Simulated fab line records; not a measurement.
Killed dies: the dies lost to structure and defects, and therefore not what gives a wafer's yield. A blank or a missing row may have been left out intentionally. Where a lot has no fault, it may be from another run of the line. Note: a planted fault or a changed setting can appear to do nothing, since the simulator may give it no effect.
Comparing a struck lot with a sound one -- flow sky130 -- 20 steps out of a route of 708
Sound: the wafers L157.2, L157.3, L157.5. Struck: wafers L158.2, L158.4, L158.5. At the end, the cause is stated.
For every step that has rows: the tool of each side, followed by ch and its chambers, followed by its first start. Under that, the readings that differ: sound wafers -- struck wafers -- difference of the means -- sigmas: that difference in standard deviations of wafers without a fault.
alike: readings with means less than 2 such deviations apart, plus words and numbers identical on both sides. not compared: withheld readings, readings lacking a value on some wafer, bounds such as >300 that could conceal the same value, and numbers that have no deviation in the record and whose values overlap.
Wherever a step has rows on one side only, a row that says differs or no value, or a row with sigmas, the two part there. Numbers that don't overlap but have no deviation are shown without sigmas and don't part them. A reading that every wafer of one side lacks parts them only if that side has two wafers or more.

first, 4 steps without rows for these wafers: SKY_LDD_HVN_SOFTBAKE_03 (time 60 s); SKY_LDD_HVN_EXPOSE_04 (exposes mask HVNTM, target cd 700 nm); SKY_LDD_HVN_PEB_05; SKY_LDD_HVN_DEVELOP_06 (develop time 60 s).
SKY_LDD_HVN_OVL_MEAS_07:
  sound on overlay-02, day 22 10:52; struck on overlay-01, day 22 22:10
  alike: LDD_HVN_OVL
next, for these wafers, 1 step has no rows: SKY_LDD_HVN_IMPLANT_08.
SKY_LDD_HVN_STRIP_09: strips in O2/N2.
  sound on plasma_asher-02 ch 0,1, day 22 11:03; struck on plasma_asher-01 ch 0,1, day 22 22:21
  alike: drypump_motor_current_A, o2_flow_sccm, oes_product_au, strip_time_to_endpoint_s
  not compared: rf_hours_counter_h
SKY_LDD_HVN_TW_MEAS_10:
  sound on film_metro-04, day 22 11:10; struck on film_metro-01, day 22 22:28
  alike: LDD_HVN_TW
then, 4 steps without rows for these wafers: SKY_LDD_HVP_DEHYDRATE_00 (time 60 s); SKY_LDD_HVP_HMDS_01 (prime time 60 s); SKY_LDD_HVP_COAT_02 (resist thk 300 nm); SKY_LDD_HVP_SOFTBAKE_03 (time 60 s).
SKY_LDD_HVP_EXPOSE_04: exposes mask HVPTM, target cd 700 nm.
  sound on iline_stepper-02 ch 0, day 23 01:11; struck on iline_stepper-01 ch 0, day 23 14:13
reading,sound,struck,difference,sigmas
mask,HVPTM#0 HVPTM#0 HVPTM#0,HVNTM#0 HVNTM#0 HVNTM#0,differs,
  alike: reticle_temp_C
then, 2 steps without rows for these wafers: SKY_LDD_HVP_PEB_05; SKY_LDD_HVP_DEVELOP_06 (develop time 60 s).
SKY_LDD_HVP_OVL_MEAS_07:
  sound on overlay-01, day 23 16:44; struck on overlay-01, day 24 04:26
reading,sound,struck,difference,sigmas
LDD_HVP_OVL (nm),-1.4 -3.2 -3.7,- - -,no value on the struck wafers,
next, for these wafers, 1 step has no rows: SKY_LDD_HVP_IMPLANT_08.
SKY_LDD_HVP_STRIP_09: strips in O2/N2.
  sound on plasma_asher-02 ch 0,1, day 23 16:55; struck on plasma_asher-03 ch 0, day 24 04:37
  alike: drypump_motor_current_A, o2_flow_sccm, oes_product_au, strip_time_to_endpoint_s
  not compared: rf_hours_counter_h
SKY_LDD_HVP_TW_MEAS_10:
  sound on film_metro-01, day 23 17:01; struck on film_metro-02, day 24 04:43
reading,sound,struck,difference,sigmas
LDD_HVP_TW,464 465 462,30 30 30,-434,-99 or more
then, 1 step without rows for these wafers: SKY_LDD_LDN_DEHYDRATE_00 (time 60 s).

WHERE THEY PART
Last at SKY_LDD_HVP_TW_MEAS_10 as far as this record goes, first at SKY_LDD_HVP_EXPOSE_04.

WHY: the cause the simulator had injected
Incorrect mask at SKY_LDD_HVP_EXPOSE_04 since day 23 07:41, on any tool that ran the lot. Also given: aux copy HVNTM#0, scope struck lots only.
